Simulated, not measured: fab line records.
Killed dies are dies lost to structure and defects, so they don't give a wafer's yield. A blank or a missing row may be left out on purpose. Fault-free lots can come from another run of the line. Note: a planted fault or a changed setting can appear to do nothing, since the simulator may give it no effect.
A single fault, viewed from 2 desks || flow sfqLine || every desk sees just its own numbers, and what lay behind them comes last

== TOOL OWNER'S DESK, krfScanner-01 ==
The tool's own readings at SFQ_TRILAYER_M3_LITHO_EXPOSE_076 (exposes mask M3, target cd 500 nm): means of the sampled wafers that have a number, for each lot that ran on this tool. Marked OUT: a lot whose mean sits more than 4 standard deviations from the usual mean, which makes it out of limits; the brackets give that distance.
Columns: A = exposureDoseMJCm2 at SFQ_TRILAYER_M3_LITHO_EXPOSE_076, usual 14.400
{"lot": "L735", "first seen here": "day 45 01:31", "A": 14.432}
{"lot": "L737", "first seen here": "day 45 07:19", "A": 14.397}
{"lot": "L738", "first seen here": "day 46 00:36", "A": 14.414}
{"lot": "L739", "first seen here": "day 46 12:36", "A": 14.375}
{"lot": "L745", "first seen here": "day 49 01:22", "A": 14.404}
{"lot": "L746", "first seen here": "day 49 06:10", "A": 14.397}
This desk's verdict: no lot among the 6 shows anything out of limits.

== THE METROLOGY DESK ==
Means of the sampled wafers that have a number, per lot and without regard to the tool the lot ran on: this is what the gauges read. Marked OUT: a lot whose mean sits more than 4 standard deviations from the usual mean, which makes it out of limits; the brackets give that distance.
Columns: A = I2_OVL at SFQ_I2_OVL_MEAS_918, usual -4 nm; B = M3_NB_RS at SFQ_M3_RS_MEAS_919, usual 0.885 ohm/sq; C = M3_OVL at SFQ_M3_OVL_MEAS_921, usual 1 nm; D = I3_BOW at SFQ_I3_BOW_MEAS_922, usual 1 um; E = I3_OVL at SFQ_I3_OVL_MEAS_923, usual 0 nm; F = M4_NB_RS at SFQ_M4_RS_MEAS_924, usual 0.891 ohm/sq; G = M8_BOW at SFQ_M8_BOW_MEAS_951, usual 8 um
{"lot": "L733", "first seen here": "day 37 19:35", "A": 6, "B": 0.887, "C": 3, "D": 10, "E": 2, "F": 0.889, "G": 7}
{"lot": "L735", "first seen here": "day 38 19:28", "A": -1, "B": 0.890, "C": 3, "D": 3, "E": 3, "F": 0.884, "G": 10}
{"lot": "L737", "first seen here": "day 39 01:40", "A": -13, "B": 0.870, "C": 3, "D": -14, "E": 5, "F": 0.890, "G": -11}
{"lot": "L738", "first seen here": "day 39 21:49", "A": -4, "B": 0.882, "C": -4, "D": -8, "E": -5, "F": 0.902, "G": -2}
{"lot": "L739", "first seen here": "day 40 15:07", "A": -2, "B": 0.888, "C": -3, "D": -7, "E": -16, "F": 0.880, "G": 1}
{"lot": "L745", "first seen here": "day 43 13:37", "A": -10, "B": 0.878, "C": 4, "D": -1, "E": 5, "F": 0.888, "G": -4}
{"lot": "L746", "first seen here": "day 43 17:20", "A": -1, "B": 0.885, "C": 1, "D": 3, "E": -6, "F": 0.882, "G": 10}
This desk's verdict: no lot among the 7 shows anything out of limits.

== ALL TOGETHER ==
The tool owner's desk saw nothing out of limits.
Metrology desk: nothing out of limits seen.

== WHAT HAD BEEN PUT IN BY THE SIMULATOR ==
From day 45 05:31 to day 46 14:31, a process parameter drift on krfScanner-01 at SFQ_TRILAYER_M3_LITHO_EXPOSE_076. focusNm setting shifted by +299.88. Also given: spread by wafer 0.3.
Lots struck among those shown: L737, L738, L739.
